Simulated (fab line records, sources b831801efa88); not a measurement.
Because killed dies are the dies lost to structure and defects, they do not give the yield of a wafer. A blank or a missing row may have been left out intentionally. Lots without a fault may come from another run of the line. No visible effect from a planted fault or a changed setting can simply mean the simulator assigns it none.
Which of the tools did it? -- flow gf180mcu -- 11 lots, 33 wafers sampled, at 6 steps of a route of 602

WHAT THE GAUGES READ, wafer by wafer
GF_M3_OVL_MEAS_15.
lot,measured,on,M3_OVL (nm)
L427,day 20 12:25,overlay-02,4 -3 0
L428,day 20 17:53,overlay-01,-1 1 5
L429,day 21 14:54,overlay-01,6 -1 1
L431,day 21 22:52,overlay-01,-13 -7 -14
L433,day 24 22:37,overlay-02,6 8 6
L438,day 25 09:31,overlay-01,-1 -2 5
L445,day 27 20:55,overlay-02,-11 -7 3
L447,day 28 09:45,overlay-02,5 1 4
L446,day 28 09:55,overlay-01,-1 4 -2
L448,day 28 18:10,overlay-01,1 6 0
L450,day 29 04:58,overlay-01,-2 -3 -10

GF_V3_RS_MEAS_24: measures by four-point-probe.
lot,measured,on,V3_W_RS (ohm/sq)
L427,day 21 15:11,film metro-01,0.325 0.328 0.330
L428,day 21 19:37,film metro-03,0.326 0.330 0.326
L429,day 22 17:20,film metro-01,0.328 0.330 0.325
L431,day 23 00:43,film metro-04,0.322 0.321 0.327
L433,day 25 21:53,film metro-01,0.409 0.326 0.326
L438,day 26 08:28,film metro-04,0.321 0.408 0.411
L445,day 28 18:10,film metro-04,0.327 0.316 0.325
L447,day 29 06:25,film metro-03,0.328 0.334 0.325
L446,day 29 06:55,film metro-03,0.323 0.325 0.328
L448,day 29 14:34,film metro-01,0.328 0.326 0.332
L450,day 30 01:08,film metro-04,0.327 0.336 0.325

GF_V3_THK_MEAS_25: measures by xrf.
lot,measured,on,V3_W_THK (nm)
L427,day 21 15:18,film metro-01,356 353 354
L428,day 21 19:44,film metro-03,358 353 357
L429,day 22 17:26,film metro-01,357 353 358
L431,day 23 00:50,film metro-04,359 361 357
L433,day 25 21:59,film metro-01,288 363 364
L438,day 26 08:35,film metro-04,359 284 283
L445,day 28 18:17,film metro-04,359 372 360
L447,day 29 06:32,film metro-03,356 349 359
L446,day 29 07:02,film metro-03,359 361 354
L448,day 29 14:40,film metro-01,353 356 347
L450,day 30 01:14,film metro-04,354 346 356

TOOL THAT RAN EACH LOT (tool first, then ch and the chambers of the sampled wafers, then the start)
lot,GF_V3_ETCH_17,GF_V3_STRIP_18,GF_V3_CVD_23
L427,"rie diel-01 ch 0,1,2, day 21 14:24 or earlier","plasma asher-04 ch 0,1, day 21 14:24","cvd w-02 ch 0,1, day 21 15:04"
L428,"rie diel-01 ch 0,2,3, day 21 18:52 or earlier","plasma asher-04 ch 0,1, day 21 18:52","cvd w-01 ch 0,1, day 21 19:30"
L429,"rie diel-04 ch 1,3, day 22 16:34 or earlier","plasma asher-01 ch 0,1, day 22 16:34","cvd w-01 ch 0,1, day 22 17:12"
L431,"rie diel-04 ch 2,3, day 22 23:57 or earlier","plasma asher-01 ch 0,1, day 22 23:57","cvd w-01 ch 0,1, day 23 00:35"
L433,"rie diel-01 ch 0,3, day 25 21:07 or earlier","plasma asher-04 ch 0,1, day 25 21:07","cvd w-01 ch 0,1, day 25 21:45"
L438,"rie diel-03 ch 0,2,3, day 26 07:43 or earlier","plasma asher-04 ch 0,1, day 26 07:43","cvd w-01 ch 0,1, day 26 08:21"
L445,"rie diel-03 ch 1,2,3, day 28 17:25 or earlier","plasma asher-02 ch 0,1, day 28 17:25","cvd w-01 ch 0,1, day 28 18:03"
L447,"rie diel-03 ch 0,3, day 29 05:40 or earlier","plasma asher-01 ch 1, day 29 05:40","cvd w-02 ch 0,1, day 29 06:18"
L446,"rie diel-01 ch 1,2,3, day 29 06:09 or earlier","plasma asher-04 ch 0,1, day 29 06:09","cvd w-01 ch 0,1, day 29 06:47"
L448,"rie diel-03 ch 2,3, day 29 13:43 or earlier","plasma asher-02 ch 0,1, day 29 13:43","cvd w-02 ch 0,1, day 29 14:25"
L450,"rie diel-04 ch 0,2,3, day 30 00:19 or earlier","plasma asher-02 ch 0,1, day 30 00:19","cvd w-02 ch 0,1, day 30 01:00"
- GF_V3_ETCH_17: etches SiO2 in C4F8/O2/Ar, stops on TiN, target depth 635 nm.
- GF_V3_STRIP_18: strips in O2/N2.
- GF_V3_CVD_23: deposits W, target thk 350 nm, time 104.9 s.

AS READ BY THE TOOLS THEMSELVES (means over the sampled wafers that have a number; for cases with no such wafer, the mark the record gives instead)
GF_V3_ETCH_17.
lot,tool,oes product au (a.u.)
L427,rie diel-01,0.855
L428,rie diel-01,0.857
L429,rie diel-04,0.856
L431,rie diel-04,0.859
L433,rie diel-01,0.851
L438,rie diel-03,0.858
L445,rie diel-03,0.857
L447,rie diel-03,0.860
L446,rie diel-01,0.856
L448,rie diel-03,0.852
L450,rie diel-04,0.857

GF_V3_STRIP_18.
lot,tool,drypump motor current A (A),heater power w (W),oes product au (a.u.)
L427,plasma asher-04,5.4,350,0.592
L428,plasma asher-04,5.5,323,0.592
L429,plasma asher-01,5.6,326,0.592
L431,plasma asher-01,5.8,313,0.600
L433,plasma asher-04,5.5,323,0.593
L438,plasma asher-04,5.4,345,0.588
L445,plasma asher-02,6.0,315,0.592
L447,plasma asher-01,6.0,303,0.588
L446,plasma asher-04,5.4,342,0.592
L448,plasma asher-02,6.1,320,0.590
L450,plasma asher-02,5.9,313,0.594

GF_V3_CVD_23.
lot,tool,chamber pressure Torr (Torr),heater power w (W)
L427,cvd w-02,39.95,805
L428,cvd w-01,39.97,987
L429,cvd w-01,40.03,974
L431,cvd w-01,40.06,1003
L433,cvd w-01,40.01,998
L438,cvd w-01,39.91,965
L445,cvd w-01,40.07,965
L447,cvd w-02,40.07,812
L446,cvd w-01,39.88,963
L448,cvd w-02,39.98,804
L450,cvd w-02,40.05,817

THE ANSWER, worked out from the rows above alone
Rule: usual is defined by the lots themselves. Put in order of their means at a reading, lots are off if they are a third of the lots or fewer, leave a main group of 4 or more, and stand apart from it by a gap of 3 or more times the standard deviation of the main group's means; of several such gaps the widest counts. If all means in a main group match to the digits the tables above print for the reading, that group is not used. A lot without any number at a reading at which 4 lots or more have one is off too. The other lots that the step has rows for count as sound. Order of review: gauges by route order, followed by the tools' own readings, for which a lot's mean as printed above is used. At the first step where some lot is off, the reading lying furthest off is the one used; lots without a number count as furthest.
Off: at GF_V3_RS_MEAS_24 (V3_W_RS), L433, L438. For the main group the mean is 0.327 ohm/sq and the standard deviation 0.0023.
If a tool, at a process step before that reading, ran all the lots that are off and no sound lot after the first of them, it fits. Those tools and the gauges at GF_V3_RS_MEAS_24 are tried in the same way. Because GF_V3_ETCH_17 lacks a start for some lots, the hours and order of its lots are taken from GF_V3_STRIP_18. No candidate that was tried fits.

WHAT THE SIMULATOR HAD INSERTED
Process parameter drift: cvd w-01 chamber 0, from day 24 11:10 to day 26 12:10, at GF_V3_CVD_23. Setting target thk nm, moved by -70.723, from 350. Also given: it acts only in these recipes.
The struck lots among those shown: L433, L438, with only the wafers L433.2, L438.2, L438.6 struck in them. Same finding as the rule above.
